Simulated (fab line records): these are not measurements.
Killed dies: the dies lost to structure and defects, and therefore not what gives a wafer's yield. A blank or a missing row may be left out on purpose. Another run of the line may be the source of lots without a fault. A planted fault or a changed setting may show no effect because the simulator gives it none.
fab line records || flow sky130 || part 2 of 2: steps 22 to 30 of 30
record: {"lots": 5, "wafers": 15, "last_day": 50}
route steps=708 shown VT_ADJUST_NCORE@125 VT_ADJUST_HVTR@131 VT_ADJUST_PCH@143 SONOS_TUNNEL@154
lots that met no fault: taken from a fault-free run of the same line
start_h: the number of hours between the record's first day and the start of the first shown wafer of the lot || wait_h: hours from the lot's prior step to this one || " the same as in the row above || L1.1+2: a row that stands for several wafers || - value missing, or start not given || * or withheld: withheld || < > ~ a bound
route shown NAME@n: a module of which the file shows steps, and the number in the route of the first || usual: the fault-free wafers' mean and standard deviation || same: alike in all rows || chamber/n: place in a boat || sites: readings site by site || _std_site: their standard deviation || _edge_site: the outer-site mean with the inner-site mean subtracted || radius_mm: how far each site lies from the wafer's centre || mask NAME#n: copy n || behind: tool/chamber where the wafer was last shaped || hold: why the lot went on hold/how many hours it stayed there/how the hold came to an end || device: whichever transistor did not switch (one of n, p or np) || end of line: the route-end tests of the same wafers || a step without rows: its recipe alone || killed: dies that structure and defects cost at the first sort, which is not the same as the wafer's yield || map: a wafer's dies, x killed, . not, _ none there
set.NAME: the run value of the setting; set.NAME@STEP: its run value at that earlier step || model.NAME: the simulator's own value behind a step, which no gauge read
certain route steps with their lots: each step a table, each wafer a row
services: the hour from which a tool's chamber was out of use, counted from the record's first day as start_h (under 0 if before that day), plus the number of hours and why
== steps ==
step: SKY_VT_ADJUST_PCH_SOFTBAKE_03
recipe: {"temp_c": 110, "time_s": "withheld"}
usual: {"exhaust_pa": "44.8/0.83", "plate_temp_C": "109.98/0.12", "resist_line_temp_C": "23.00/0.11"}
{"lot.wafer": "L076.2", "tool": "litho_track-03", "chamber": 0, "start_h": 227.88, "wait_h": 0.1, "exhaust_pa": 45.9, "plate_temp_C": 109.92, "resist_line_temp_C": 23.03}
{"lot.wafer": "L076.4", "tool": "litho_track-03", "chamber": 0, "start_h": 227.88, "wait_h": 0.1, "exhaust_pa": 44.2, "plate_temp_C": 110.18, "resist_line_temp_C": 22.89}
{"lot.wafer": "L076.5", "tool": "litho_track-03", "chamber": 0, "start_h": 227.88, "wait_h": 0.1, "exhaust_pa": 46.1, "plate_temp_C": 109.96, "resist_line_temp_C": 22.95}
{"lot.wafer": "L084.3", "tool": "litho_track-04", "chamber": 0, "start_h": 286.05, "wait_h": 0.1, "exhaust_pa": 44.9, "plate_temp_C": 109.95, "resist_line_temp_C": 23.13}
{"lot.wafer": "L084.4", "tool": "litho_track-04", "chamber": 0, "start_h": 286.05, "wait_h": 0.1, "exhaust_pa": 44.2, "plate_temp_C": 110.18, "resist_line_temp_C": 22.92}
{"lot.wafer": "L084.6", "tool": "litho_track-04", "chamber": 0, "start_h": 286.05, "wait_h": 0.1, "exhaust_pa": 45.0, "plate_temp_C": 109.89, "resist_line_temp_C": 23.16}
{"lot.wafer": "L089.1", "tool": "litho_track-03", "chamber": 0, "start_h": 328.00, "wait_h": 0.1, "exhaust_pa": 44.2, "plate_temp_C": 110.08, "resist_line_temp_C": 23.13}
{"lot.wafer": "L089.5", "tool": "litho_track-03", "chamber": 0, "start_h": 328.00, "wait_h": 0.1, "exhaust_pa": 44.1, "plate_temp_C": 110.09, "resist_line_temp_C": 22.90}
{"lot.wafer": "L089.6", "tool": "litho_track-03", "chamber": 0, "start_h": 328.00, "wait_h": 0.1, "exhaust_pa": 43.7, "plate_temp_C": 110.15, "resist_line_temp_C": 22.83}
{"lot.wafer": "L096.1", "tool": "litho_track-04", "chamber": 0, "start_h": 373.74, "wait_h": 0.1, "exhaust_pa": 44.6, "plate_temp_C": 109.83, "resist_line_temp_C": 23.34}
{"lot.wafer": "L096.4", "tool": "litho_track-04", "chamber": 0, "start_h": 373.74, "wait_h": 0.1, "exhaust_pa": 45.1, "plate_temp_C": 110.00, "resist_line_temp_C": 23.32}
{"lot.wafer": "L096.5", "tool": "litho_track-04", "chamber": 0, "start_h": 373.74, "wait_h": 0.1, "exhaust_pa": 44.0, "plate_temp_C": 109.88, "resist_line_temp_C": 23.02}
{"lot.wafer": "L097.1", "tool": "litho_track-03", "chamber": 0, "start_h": 384.30, "wait_h": 0.1, "exhaust_pa": 45.8, "plate_temp_C": 110.01, "resist_line_temp_C": 22.80}
{"lot.wafer": "L097.4", "tool": "litho_track-03", "chamber": 0, "start_h": 384.30, "wait_h": 0.1, "exhaust_pa": 45.8, "plate_temp_C": 110.02, "resist_line_temp_C": 23.04}
{"lot.wafer": "L097.6", "tool": "litho_track-03", "chamber": 0, "start_h": 384.30, "wait_h": 0.1, "exhaust_pa": 45.5, "plate_temp_C": 109.89, "resist_line_temp_C": 22.95}
step: SKY_VT_ADJUST_PCH_EXPOSE_04
recipe: {"mask_id": "NWM", "na": 0.6, "source_shape": "conventional", "sigma_outer": 0.6, "polarization": "unpolarized", "target_cd_nm": 840, "dose_mj": 255}
usual: {"stage_vel_mm_s": "499.97/0.29"}
{"lot.wafer": "L076.2", "tool": "iline_stepper-01", "chamber": 0, "start_h": "-", "wait_h": "-", "mask": "NWM#0", "stage_vel_mm_s": 500.09}
{"lot.wafer": "L076.4", "tool": "iline_stepper-01", "chamber": 0, "start_h": "-", "wait_h": "-", "mask": "NWM#0", "stage_vel_mm_s": 499.78}
{"lot.wafer": "L076.5", "tool": "iline_stepper-01", "chamber": 0, "start_h": "-", "wait_h": "-", "mask": "NWM#0", "stage_vel_mm_s": 499.90}
{"lot.wafer": "L084.3", "tool": "iline_stepper-01", "chamber": 0, "start_h": "-", "wait_h": "-", "mask": "NWM#0", "stage_vel_mm_s": 500.25}
{"lot.wafer": "L084.4", "tool": "iline_stepper-01", "chamber": 0, "start_h": "-", "wait_h": "-", "mask": "NWM#0", "stage_vel_mm_s": 500.33}
{"lot.wafer": "L084.6", "tool": "iline_stepper-01", "chamber": 0, "start_h": "-", "wait_h": "-", "mask": "NWM#0", "stage_vel_mm_s": 500.06}
{"lot.wafer": "L089.1", "tool": "iline_stepper-02", "chamber": 0, "start_h": "-", "wait_h": "-", "mask": "NWM#0", "stage_vel_mm_s": 499.96}
{"lot.wafer": "L089.5", "tool": "iline_stepper-02", "chamber": 0, "start_h": "-", "wait_h": "-", "mask": "NWM#0", "stage_vel_mm_s": 499.85}
{"lot.wafer": "L089.6", "tool": "iline_stepper-02", "chamber": 0, "start_h": "-", "wait_h": "-", "mask": "NWM#0", "stage_vel_mm_s": 500.07}
{"lot.wafer": "L096.1", "tool": "iline_stepper-02", "chamber": 0, "start_h": "-", "wait_h": "-", "mask": "NWM#0", "stage_vel_mm_s": 499.77}
{"lot.wafer": "L096.4", "tool": "iline_stepper-02", "chamber": 0, "start_h": "-", "wait_h": "-", "mask": "NWM#0", "stage_vel_mm_s": 499.69}
{"lot.wafer": "L096.5", "tool": "iline_stepper-02", "chamber": 0, "start_h": "-", "wait_h": "-", "mask": "NWM#0", "stage_vel_mm_s": 499.69}
{"lot.wafer": "L097.1", "tool": "iline_stepper-01", "chamber": 0, "start_h": "-", "wait_h": "-", "mask": "NWM#0", "stage_vel_mm_s": 499.86}
{"lot.wafer": "L097.4", "tool": "iline_stepper-01", "chamber": 0, "start_h": "-", "wait_h": "-", "mask": "NWM#0", "stage_vel_mm_s": 499.76}
{"lot.wafer": "L097.6", "tool": "iline_stepper-01", "chamber": 0, "start_h": "-", "wait_h": "-", "mask": "NWM#0", "stage_vel_mm_s": 499.99}
step: SKY_VT_ADJUST_PCH_PEB_05
recipe: {"temp_c": 115, "time_s": "withheld"}
usual: {"exhaust_pa": "44.9/0.79", "plate_temp_C": "114.99/0.13", "resist_line_temp_C": "23.01/0.13"}
{"lot.wafer": "L076.2", "tool": "litho_track-02", "chamber": 0, "start_h": "-", "wait_h": "-", "exhaust_pa": 45.1, "plate_temp_C": 115.00, "resist_line_temp_C": 22.91}
{"lot.wafer": "L076.4", "tool": "litho_track-02", "chamber": 0, "start_h": "-", "wait_h": "-", "exhaust_pa": 45.9, "plate_temp_C": 114.84, "resist_line_temp_C": 22.94}
{"lot.wafer": "L076.5", "tool": "litho_track-02", "chamber": 0, "start_h": "-", "wait_h": "-", "exhaust_pa": 45.5, "plate_temp_C": 115.05, "resist_line_temp_C": 22.85}
{"lot.wafer": "L084.3", "tool": "litho_track-04", "chamber": 0, "start_h": "-", "wait_h": "-", "exhaust_pa": 44.3, "plate_temp_C": 115.01, "resist_line_temp_C": 23.24}
{"lot.wafer": "L084.4", "tool": "litho_track-04", "chamber": 0, "start_h": "-", "wait_h": "-", "exhaust_pa": 46.1, "plate_temp_C": 115.16, "resist_line_temp_C": 23.26}
{"lot.wafer": "L084.6", "tool": "litho_track-04", "chamber": 0, "start_h": "-", "wait_h": "-", "exhaust_pa": 46.0, "plate_temp_C": 115.00, "resist_line_temp_C": 23.20}
{"lot.wafer": "L089.1", "tool": "litho_track-04", "chamber": 0, "start_h": "-", "wait_h": "-", "exhaust_pa": 45.1, "plate_temp_C": 114.93, "resist_line_temp_C": 22.97}
{"lot.wafer": "L089.5", "tool": "litho_track-04", "chamber": 0, "start_h": "-", "wait_h": "-", "exhaust_pa": 44.1, "plate_temp_C": 115.02, "resist_line_temp_C": 23.05}
{"lot.wafer": "L089.6", "tool": "litho_track-04", "chamber": 0, "start_h": "-", "wait_h": "-", "exhaust_pa": 43.6, "plate_temp_C": 114.99, "resist_line_temp_C": 23.03}
{"lot.wafer": "L096.1", "tool": "litho_track-02", "chamber": 0, "start_h": "-", "wait_h": "-", "exhaust_pa": 44.5, "plate_temp_C": 114.94, "resist_line_temp_C": 23.01}
{"lot.wafer": "L096.4", "tool": "litho_track-02", "chamber": 0, "start_h": "-", "wait_h": "-", "exhaust_pa": 45.5, "plate_temp_C": 115.08, "resist_line_temp_C": 22.96}
{"lot.wafer": "L096.5", "tool": "litho_track-02", "chamber": 0, "start_h": "-", "wait_h": "-", "exhaust_pa": 45.3, "plate_temp_C": 114.82, "resist_line_temp_C": 23.08}
{"lot.wafer": "L097.1", "tool": "litho_track-04", "chamber": 0, "start_h": "-", "wait_h": "-", "exhaust_pa": 45.7, "plate_temp_C": 115.06, "resist_line_temp_C": 22.98}
{"lot.wafer": "L097.4", "tool": "litho_track-04", "chamber": 0, "start_h": "-", "wait_h": "-", "exhaust_pa": 43.2, "plate_temp_C": 114.86, "resist_line_temp_C": 23.01}
{"lot.wafer": "L097.6", "tool": "litho_track-04", "chamber": 0, "start_h": "-", "wait_h": "-", "exhaust_pa": 45.6, "plate_temp_C": 114.95, "resist_line_temp_C": 22.97}
step: SKY_VT_ADJUST_PCH_DEVELOP_06
recipe: {"wall_angle_deg": 90, "developer": "TMAH", "develop_time_s": 60, "dev_temp_c": 23}
usual: {"exhaust_pa": "45.2/0.85", "resist_line_temp_C": "23.01/0.099"}
{"lot.wafer": "L076.2", "tool": "litho_track-02", "chamber": 0, "start_h": "-", "wait_h": "-", "exhaust_pa": 46.0, "resist_line_temp_C": 23.02}
{"lot.wafer": "L076.4", "tool": "litho_track-02", "chamber": 0, "start_h": "-", "wait_h": "-", "exhaust_pa": 45.1, "resist_line_temp_C": 23.10}
{"lot.wafer": "L076.5", "tool": "litho_track-02", "chamber": 0, "start_h": "-", "wait_h": "-", "exhaust_pa": 44.7, "resist_line_temp_C": 22.91}
{"lot.wafer": "L084.3", "tool": "litho_track-04", "chamber": 0, "start_h": "-", "wait_h": "-", "exhaust_pa": 45.8, "resist_line_temp_C": 23.15}
{"lot.wafer": "L084.4", "tool": "litho_track-04", "chamber": 0, "start_h": "-", "wait_h": "-", "exhaust_pa": 44.9, "resist_line_temp_C": 23.12}
{"lot.wafer": "L084.6", "tool": "litho_track-04", "chamber": 0, "start_h": "-", "wait_h": "-", "exhaust_pa": 45.6, "resist_line_temp_C": 23.01}
{"lot.wafer": "L089.1", "tool": "litho_track-04", "chamber": 0, "start_h": "-", "wait_h": "-", "exhaust_pa": 46.1, "resist_line_temp_C": 22.98}
{"lot.wafer": "L089.5", "tool": "litho_track-04", "chamber": 0, "start_h": "-", "wait_h": "-", "exhaust_pa": 45.1, "resist_line_temp_C": 22.93}
{"lot.wafer": "L089.6", "tool": "litho_track-04", "chamber": 0, "start_h": "-", "wait_h": "-", "exhaust_pa": 45.4, "resist_line_temp_C": 23.05}
{"lot.wafer": "L096.1", "tool": "litho_track-02", "chamber": 0, "start_h": "-", "wait_h": "-", "exhaust_pa": 44.5, "resist_line_temp_C": 23.01}
{"lot.wafer": "L096.4", "tool": "litho_track-02", "chamber": 0, "start_h": "-", "wait_h": "-", "exhaust_pa": 44.9, "resist_line_temp_C": 23.07}
{"lot.wafer": "L096.5", "tool": "litho_track-02", "chamber": 0, "start_h": "-", "wait_h": "-", "exhaust_pa": 44.4, "resist_line_temp_C": 23.01}
{"lot.wafer": "L097.1", "tool": "litho_track-04", "chamber": 0, "start_h": "-", "wait_h": "-", "exhaust_pa": 45.7, "resist_line_temp_C": 23.06}
{"lot.wafer": "L097.4", "tool": "litho_track-04", "chamber": 0, "start_h": "-", "wait_h": "-", "exhaust_pa": 45.1, "resist_line_temp_C": 23.15}
{"lot.wafer": "L097.6", "tool": "litho_track-04", "chamber": 0, "start_h": "-", "wait_h": "-", "exhaust_pa": 45.4, "resist_line_temp_C": 23.14}
step: SKY_VT_ADJUST_PCH_OVL_MEAS_07
usual: {"VT_ADJUST_PCH_OVL": "0.4/1.5"}
{"lot.wafer": "L076.2", "tool": "overlay-01", "chamber": "-", "start_h": 239.27, "wait_h": "-", "VT_ADJUST_PCH_OVL[nm]": 1.7}
{"lot.wafer": "L076.4", "tool": "overlay-01", "chamber": "-", "start_h": 239.27, "wait_h": "-", "VT_ADJUST_PCH_OVL[nm]": 0.3}
{"lot.wafer": "L076.5", "tool": "overlay-01", "chamber": "-", "start_h": 239.27, "wait_h": "-", "VT_ADJUST_PCH_OVL[nm]": 1.5}
{"lot.wafer": "L084.3", "tool": "overlay-02", "chamber": "-", "start_h": 299.10, "wait_h": "-", "VT_ADJUST_PCH_OVL[nm]": -1.1}
{"lot.wafer": "L084.4", "tool": "overlay-02", "chamber": "-", "start_h": 299.10, "wait_h": "-", "VT_ADJUST_PCH_OVL[nm]": 0.9}
{"lot.wafer": "L084.6", "tool": "overlay-02", "chamber": "-", "start_h": 299.10, "wait_h": "-", "VT_ADJUST_PCH_OVL[nm]": -1.7}
{"lot.wafer": "L089.1", "tool": "overlay-02", "chamber": "-", "start_h": 341.94, "wait_h": "-", "VT_ADJUST_PCH_OVL[nm]": 1.6}
{"lot.wafer": "L089.5", "tool": "overlay-02", "chamber": "-", "start_h": 341.94, "wait_h": "-", "VT_ADJUST_PCH_OVL[nm]": -2.1}
{"lot.wafer": "L089.6", "tool": "overlay-02", "chamber": "-", "start_h": 341.94, "wait_h": "-", "VT_ADJUST_PCH_OVL[nm]": -2.0}
{"lot.wafer": "L096.1", "tool": "overlay-02", "chamber": "-", "start_h": 387.36, "wait_h": "-", "VT_ADJUST_PCH_OVL[nm]": 0.8}
{"lot.wafer": "L096.4", "tool": "overlay-02", "chamber": "-", "start_h": 387.36, "wait_h": "-", "VT_ADJUST_PCH_OVL[nm]": 1.6}
{"lot.wafer": "L096.5", "tool": "overlay-02", "chamber": "-", "start_h": 387.36, "wait_h": "-", "VT_ADJUST_PCH_OVL[nm]": 0.3}
{"lot.wafer": "L097.1", "tool": "overlay-01", "chamber": "-", "start_h": 398.89, "wait_h": "-", "VT_ADJUST_PCH_OVL[nm]": 2.2}
{"lot.wafer": "L097.4", "tool": "overlay-01", "chamber": "-", "start_h": 398.89, "wait_h": "-", "VT_ADJUST_PCH_OVL[nm]": 2.2}
{"lot.wafer": "L097.6", "tool": "overlay-01", "chamber": "-", "start_h": 398.89, "wait_h": "-", "VT_ADJUST_PCH_OVL[nm]": 3.1}
step: SKY_VT_ADJUST_PCH_IMPLANT_08
recipe: {"species": "B", "energy_kev": 10, "dose_cm2": 5e+11, "tilt_deg": "withheld"}
usual: {"faraday_current_uA": "2.82/0.055"}
{"lot.wafer": "L076.2", "tool": "implanter-03", "chamber": 0, "start_h": 239.32, "wait_h": 0.0, "faraday_current_uA": 2.71}
{"lot.wafer": "L076.4", "tool": "implanter-03", "chamber": 0, "start_h": 239.32, "wait_h": 0.0, "faraday_current_uA": 2.81}
{"lot.wafer": "L076.5", "tool": "implanter-03", "chamber": 0, "start_h": 239.32, "wait_h": 0.0, "faraday_current_uA": 2.82}
{"lot.wafer": "L084.3", "tool": "implanter-01", "chamber": 0, "start_h": 299.17, "wait_h": 0.1, "faraday_current_uA": 2.80}
{"lot.wafer": "L084.4", "tool": "implanter-01", "chamber": 0, "start_h": 299.17, "wait_h": 0.1, "faraday_current_uA": 2.88}
{"lot.wafer": "L084.6", "tool": "implanter-01", "chamber": 0, "start_h": 299.17, "wait_h": 0.1, "faraday_current_uA": 2.73}
{"lot.wafer": "L089.1", "tool": "implanter-01", "chamber": 0, "start_h": 341.97, "wait_h": 0.0, "faraday_current_uA": 2.88}
{"lot.wafer": "L089.5", "tool": "implanter-01", "chamber": 0, "start_h": 341.97, "wait_h": 0.0, "faraday_current_uA": 2.72}
{"lot.wafer": "L089.6", "tool": "implanter-01", "chamber": 0, "start_h": 341.97, "wait_h": 0.0, "faraday_current_uA": 2.91}
{"lot.wafer": "L096.1", "tool": "implanter-01", "chamber": 0, "start_h": 387.40, "wait_h": 0.0, "faraday_current_uA": 2.84}
{"lot.wafer": "L096.4", "tool": "implanter-01", "chamber": 0, "start_h": 387.40, "wait_h": 0.0, "faraday_current_uA": 2.83}
{"lot.wafer": "L096.5", "tool": "implanter-01", "chamber": 0, "start_h": 387.40, "wait_h": 0.0, "faraday_current_uA": 2.83}
{"lot.wafer": "L097.1", "tool": "implanter-01", "chamber": 0, "start_h": 398.92, "wait_h": 0.0, "faraday_current_uA": 2.84}
{"lot.wafer": "L097.4", "tool": "implanter-01", "chamber": 0, "start_h": 398.92, "wait_h": 0.0, "faraday_current_uA": 2.86}
{"lot.wafer": "L097.6", "tool": "implanter-01", "chamber": 0, "start_h": 398.92, "wait_h": 0.0, "faraday_current_uA": 2.82}
step: SKY_VT_ADJUST_PCH_STRIP_09
recipe: {"chemistry": "O2/N2", "power_w": 1400, "pressure_mtorr": 1500, "platen_temp_c": "withheld", "o2_flow_sccm": 3000, "n2_flow_sccm": 300, "overash_fraction": 0.5}
usual: {"drypump_motor_current_A": "5.7/0.45", "oes_product_au": "0.722/0.0048", "strip_time_to_endpoint_s": "36.93/0.11"}
{"lot.wafer": "L076.2", "tool": "plasma_asher-04", "chamber": 1, "start_h": 239.45, "wait_h": 0.1, "drypump_motor_current_A": 5.2, "oes_product_au": 0.721, "rf_hours_counter_h": 43, "strip_time_to_endpoint_s": 36.95}
{"lot.wafer": "L076.4", "tool": "plasma_asher-04", "chamber": 1, "start_h": 239.45, "wait_h": 0.1, "drypump_motor_current_A": 5.2, "oes_product_au": 0.730, "rf_hours_counter_h": "-", "strip_time_to_endpoint_s": 36.98}
{"lot.wafer": "L076.5", "tool": "plasma_asher-04", "chamber": 1, "start_h": 239.45, "wait_h": 0.1, "drypump_motor_current_A": 5.2, "oes_product_au": 0.718, "rf_hours_counter_h": "-", "strip_time_to_endpoint_s": 37.08}
{"lot.wafer": "L084.3", "tool": "plasma_asher-04", "chamber": 1, "start_h": 299.31, "wait_h": 0.1, "drypump_motor_current_A": 5.2, "oes_product_au": 0.713, "rf_hours_counter_h": "-", "strip_time_to_endpoint_s": 37.00}
{"lot.wafer": "L084.4", "tool": "plasma_asher-04", "chamber": 0, "start_h": 299.31, "wait_h": 0.1, "drypump_motor_current_A": 6.2, "oes_product_au": 0.722, "rf_hours_counter_h": "-", "strip_time_to_endpoint_s": 36.96}
{"lot.wafer": "L084.6", "tool": "plasma_asher-04", "chamber": 0, "start_h": 299.31, "wait_h": 0.1, "drypump_motor_current_A": 6.3, "oes_product_au": 0.732, "rf_hours_counter_h": "-", "strip_time_to_endpoint_s": 37.02}
{"lot.wafer": "L089.1", "tool": "plasma_asher-04", "chamber": 0, "start_h": 342.12, "wait_h": 0.1, "drypump_motor_current_A": 6.3, "oes_product_au": 0.718, "rf_hours_counter_h": 53, "strip_time_to_endpoint_s": 36.86}
{"lot.wafer": "L089.5", "tool": "plasma_asher-04", "chamber": 0, "start_h": 342.12, "wait_h": 0.1, "drypump_motor_current_A": 6.3, "oes_product_au": 0.713, "rf_hours_counter_h": "-", "strip_time_to_endpoint_s": 36.90}
{"lot.wafer": "L089.6", "tool": "plasma_asher-04", "chamber": 1, "start_h": 342.12, "wait_h": 0.1, "drypump_motor_current_A": 5.2, "oes_product_au": 0.718, "rf_hours_counter_h": "-", "strip_time_to_endpoint_s": 36.88}
{"lot.wafer": "L096.1", "tool": "plasma_asher-02", "chamber": 1, "start_h": 387.55, "wait_h": 0.1, "drypump_motor_current_A": 5.5, "oes_product_au": 0.728, "rf_hours_counter_h": 66, "strip_time_to_endpoint_s": 36.84}
{"lot.wafer": "L096.4", "tool": "plasma_asher-02", "chamber": 0, "start_h": 387.55, "wait_h": 0.1, "drypump_motor_current_A": 5.2, "oes_product_au": 0.718, "rf_hours_counter_h": "-", "strip_time_to_endpoint_s": 36.88}
{"lot.wafer": "L096.5", "tool": "plasma_asher-02", "chamber": 1, "start_h": 387.55, "wait_h": 0.1, "drypump_motor_current_A": 5.5, "oes_product_au": 0.726, "rf_hours_counter_h": "-", "strip_time_to_endpoint_s": 36.96}
{"lot.wafer": "L097.1", "tool": "plasma_asher-03", "chamber": 0, "start_h": 399.07, "wait_h": 0.1, "drypump_motor_current_A": 6.0, "oes_product_au": 0.724, "rf_hours_counter_h": 72, "strip_time_to_endpoint_s": 37.13}
{"lot.wafer": "L097.4", "tool": "plasma_asher-03", "chamber": 1, "start_h": 399.07, "wait_h": 0.1, "drypump_motor_current_A": 6.0, "oes_product_au": 0.715, "rf_hours_counter_h": "-", "strip_time_to_endpoint_s": 37.16}
{"lot.wafer": "L097.6", "tool": "plasma_asher-03", "chamber": 0, "start_h": 399.07, "wait_h": 0.1, "drypump_motor_current_A": 6.0, "oes_product_au": 0.718, "rf_hours_counter_h": "-", "strip_time_to_endpoint_s": 36.96}
step: SKY_VT_ADJUST_PCH_TW_MEAS_10
usual: {"VT_ADJUST_PCH_TW": "143.4/1"}
{"lot.wafer": "L076.2", "tool": "film_metro-04", "chamber": "-", "start_h": 239.56, "wait_h": 0.1, "VT_ADJUST_PCH_TW": 145.7}
{"lot.wafer": "L076.4", "tool": "film_metro-04", "chamber": "-", "start_h": 239.56, "wait_h": 0.1, "VT_ADJUST_PCH_TW": 143.9}
{"lot.wafer": "L076.5", "tool": "film_metro-04", "chamber": "-", "start_h": 239.56, "wait_h": 0.1, "VT_ADJUST_PCH_TW": 144.9}
{"lot.wafer": "L084.3", "tool": "film_metro-01", "chamber": "-", "start_h": 299.39, "wait_h": 0.1, "VT_ADJUST_PCH_TW": 142.1}
{"lot.wafer": "L084.4", "tool": "film_metro-01", "chamber": "-", "start_h": 299.39, "wait_h": 0.1, "VT_ADJUST_PCH_TW": 143.3}
{"lot.wafer": "L084.6", "tool": "film_metro-01", "chamber": "-", "start_h": 299.39, "wait_h": 0.1, "VT_ADJUST_PCH_TW": 142.8}
{"lot.wafer": "L089.1", "tool": "film_metro-01", "chamber": "-", "start_h": 342.22, "wait_h": 0.1, "VT_ADJUST_PCH_TW": 142.9}
{"lot.wafer": "L089.5", "tool": "film_metro-01", "chamber": "-", "start_h": 342.22, "wait_h": 0.1, "VT_ADJUST_PCH_TW": 141.7}
{"lot.wafer": "L089.6", "tool": "film_metro-01", "chamber": "-", "start_h": 342.22, "wait_h": 0.1, "VT_ADJUST_PCH_TW": 142.8}
{"lot.wafer": "L096.1", "tool": "film_metro-01", "chamber": "-", "start_h": 387.65, "wait_h": 0.1, "VT_ADJUST_PCH_TW": 141.8}
{"lot.wafer": "L096.4", "tool": "film_metro-01", "chamber": "-", "start_h": 387.65, "wait_h": 0.1, "VT_ADJUST_PCH_TW": 142.8}
{"lot.wafer": "L096.5", "tool": "film_metro-01", "chamber": "-", "start_h": 387.65, "wait_h": 0.1, "VT_ADJUST_PCH_TW": 142.1}
{"lot.wafer": "L097.1", "tool": "film_metro-01", "chamber": "-", "start_h": 399.17, "wait_h": 0.1, "VT_ADJUST_PCH_TW": 142.1}
{"lot.wafer": "L097.4", "tool": "film_metro-01", "chamber": "-", "start_h": 399.17, "wait_h": 0.1, "VT_ADJUST_PCH_TW": 142.1}
{"lot.wafer": "L097.6", "tool": "film_metro-01", "chamber": "-", "start_h": 399.17, "wait_h": 0.1, "VT_ADJUST_PCH_TW": 142.8}
step: SKY_SONOS_TUNNEL_DEHYDRATE_00
recipe: {"temp_c": 200, "time_s": 60}
usual: {"exhaust_pa": "44.9/0.88", "plate_temp_C": "200.04/0.17", "resist_line_temp_C": "23.00/0.098"}
{"lot.wafer": "L076.2", "tool": "litho_track-03", "chamber": 0, "start_h": 249.88, "wait_h": 10.3, "exhaust_pa": 46.4, "plate_temp_C": 200.21, "resist_line_temp_C": 23.01}
{"lot.wafer": "L076.4", "tool": "litho_track-03", "chamber": 0, "start_h": 249.88, "wait_h": 10.3, "exhaust_pa": 42.5, "plate_temp_C": 200.26, "resist_line_temp_C": 22.96}
{"lot.wafer": "L076.5", "tool": "litho_track-03", "chamber": 0, "start_h": 249.88, "wait_h": 10.3, "exhaust_pa": 44.4, "plate_temp_C": 200.23, "resist_line_temp_C": 23.06}
{"lot.wafer": "L084.3", "tool": "litho_track-01", "chamber": 0, "start_h": 310.29, "wait_h": 10.9, "exhaust_pa": 47.4, "plate_temp_C": 199.89, "resist_line_temp_C": 23.09}
{"lot.wafer": "L084.4", "tool": "litho_track-01", "chamber": 0, "start_h": 310.29, "wait_h": 10.9, "exhaust_pa": 45.6, "plate_temp_C": 199.79, "resist_line_temp_C": 23.05}
{"lot.wafer": "L084.6", "tool": "litho_track-01", "chamber": 0, "start_h": 310.29, "wait_h": 10.9, "exhaust_pa": 47.2, "plate_temp_C": 199.81, "resist_line_temp_C": 23.15}
{"lot.wafer": "L089.1", "tool": "litho_track-01", "chamber": 0, "start_h": 354.39, "wait_h": 12.2, "exhaust_pa": 46.5, "plate_temp_C": 199.83, "resist_line_temp_C": 22.97}
{"lot.wafer": "L089.5", "tool": "litho_track-01", "chamber": 0, "start_h": 354.39, "wait_h": 12.2, "exhaust_pa": 45.5, "plate_temp_C": 200.09, "resist_line_temp_C": 22.90}
{"lot.wafer": "L089.6", "tool": "litho_track-01", "chamber": 0, "start_h": 354.39, "wait_h": 12.2, "exhaust_pa": 46.2, "plate_temp_C": 200.03, "resist_line_temp_C": 22.98}
{"lot.wafer": "L096.1", "tool": "litho_track-03", "chamber": 0, "start_h": 401.35, "wait_h": 13.7, "exhaust_pa": 43.3, "plate_temp_C": 200.23, "resist_line_temp_C": 23.03}
{"lot.wafer": "L096.4", "tool": "litho_track-03", "chamber": 0, "start_h": 401.35, "wait_h": 13.7, "exhaust_pa": 43.7, "plate_temp_C": 200.18, "resist_line_temp_C": 22.99}
{"lot.wafer": "L096.5", "tool": "litho_track-03", "chamber": 0, "start_h": 401.35, "wait_h": 13.7, "exhaust_pa": 44.9, "plate_temp_C": 200.14, "resist_line_temp_C": 23.02}
{"lot.wafer": "L097.1", "tool": "litho_track-01", "chamber": 0, "start_h": 413.54, "wait_h": 14.4, "exhaust_pa": 45.5, "plate_temp_C": 200.33, "resist_line_temp_C": 23.11}
{"lot.wafer": "L097.4", "tool": "litho_track-01", "chamber": 0, "start_h": 413.54, "wait_h": 14.4, "exhaust_pa": 46.4, "plate_temp_C": 200.37, "resist_line_temp_C": 23.15}
{"lot.wafer": "L097.6", "tool": "litho_track-01", "chamber": 0, "start_h": 413.54, "wait_h": 14.4, "exhaust_pa": 45.8, "plate_temp_C": 200.26, "resist_line_temp_C": 23.10}
== services ==
{"tool": "plasma_asher-03", "chamber": "-", "start_h": 186.75, "hours": 3.2, "kind": "repair"}
{"tool": "implanter-04", "chamber": "-", "start_h": 198.79, "hours": 11.5, "kind": "repair"}
{"tool": "plasma_asher-02", "chamber": "-", "start_h": 213.69, "hours": 0.7, "kind": "repair"}
{"tool": "implanter-03", "chamber": "-", "start_h": 244.74, "hours": 3.1, "kind": "pm"}
{"tool": "implanter-04", "chamber": "-", "start_h": 251.89, "hours": 2.5, "kind": "pm"}
{"tool": "plasma_asher-01", "chamber": "-", "start_h": 260.32, "hours": 4.6, "kind": "repair"}
{"tool": "iline_stepper-02", "chamber": "-", "start_h": 274.95, "hours": 4.3, "kind": "pm"}
{"tool": "iline_stepper-01", "chamber": "-", "start_h": 293.51, "hours": 4.6, "kind": "repair"}
{"tool": "iline_stepper-01", "chamber": "-", "start_h": 294.10, "hours": 1.0, "kind": "repair"}
{"tool": "implanter-04", "chamber": "-", "start_h": 301.44, "hours": 1.8, "kind": "repair"}
{"tool": "iline_stepper-02", "chamber": "-", "start_h": 301.56, "hours": 1.7, "kind": "pm"}
{"tool": "iline_stepper-01", "chamber": "-", "start_h": 305.13, "hours": 0.7, "kind": "repair"}
{"tool": "implanter-03", "chamber": "-", "start_h": 306.10, "hours": 1.7, "kind": "repair"}
{"tool": "implanter-04", "chamber": "-", "start_h": 307.50, "hours": 2.7, "kind": "repair"}
{"tool": "implanter-04", "chamber": "-", "start_h": 316.35, "hours": 9.9, "kind": "repair"}
{"tool": "implanter-03", "chamber": "-", "start_h": 329.01, "hours": 2.9, "kind": "pm"}
{"tool": "plasma_asher-03", "chamber": "-", "start_h": 332.32, "hours": 1.4, "kind": "repair"}
{"tool": "implanter-02", "chamber": "-", "start_h": 348.72, "hours": 10.2, "kind": "pm"}
{"tool": "iline_stepper-01", "chamber": "-", "start_h": 380.04, "hours": 1.7, "kind": "pm"}
{"tool": "iline_stepper-02", "chamber": "-", "start_h": 382.51, "hours": 7.9, "kind": "repair"}
{"tool": "implanter-04", "chamber": "-", "start_h": 390.21, "hours": 3.4, "kind": "repair"}
{"tool": "implanter-03", "chamber": "-", "start_h": 394.13, "hours": 1.3, "kind": "repair"}
{"tool": "implanter-02", "chamber": "-", "start_h": 401.86, "hours": 2.3, "kind": "repair"}
{"tool": "implanter-01", "chamber": "-", "start_h": 409.66, "hours": 3.2, "kind": "pm"}
